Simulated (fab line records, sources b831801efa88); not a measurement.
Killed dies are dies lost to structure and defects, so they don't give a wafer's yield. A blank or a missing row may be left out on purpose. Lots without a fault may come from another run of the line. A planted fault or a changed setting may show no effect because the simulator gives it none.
Which tool did it? | flow gf180mcu | 7 lots, 21 wafers sampled, at 1 step of a route of 602

WHAT THE GAUGES READ, wafer by wafer
GF_V3_THK_MEAS_01.
lot  | measured     | on            | V3_CVD_00_THK (nm)
L973 | day 21 18:37 | film_metro-01 | 607 600 599
L975 | day 22 12:10 | film_metro-04 | 594 586 586
L977 | day 23 14:01 | film_metro-02 | 589 584 596
L979 | day 24 10:59 | film_metro-04 | 600 605 604
L985 | day 26 01:10 | film_metro-04 | 600 600 595
L988 | day 27 03:00 | film_metro-02 | 605 614 606
L994 | day 28 14:02 | film_metro-04 | 603 600 612

WHICH TOOL RAN EACH LOT (tool, then ch and the chambers of the sampled wafers, then the start)
The record holds no process step before these readings.

THE ANSWER, worked out from the rows above alone
Rule: what is usual is taken from the lots themselves. Put in order of their means at a reading, lots are off if they are a third of the lots or fewer, leave a main group of 4 or more, and stand apart from it by a gap of 3 or more times the standard deviation of the main group's means; of several such gaps the widest counts. A main group whose means are all the same, to the digits that the tables above print for the reading, isn't used. A lot without any number at a reading at which 4 lots or more have one is off too. The other lots that the step has rows for count as sound.
No lot is off at any reading shown: from this, nothing can be told.

WHAT THE SIMULATOR HAD PUT IN
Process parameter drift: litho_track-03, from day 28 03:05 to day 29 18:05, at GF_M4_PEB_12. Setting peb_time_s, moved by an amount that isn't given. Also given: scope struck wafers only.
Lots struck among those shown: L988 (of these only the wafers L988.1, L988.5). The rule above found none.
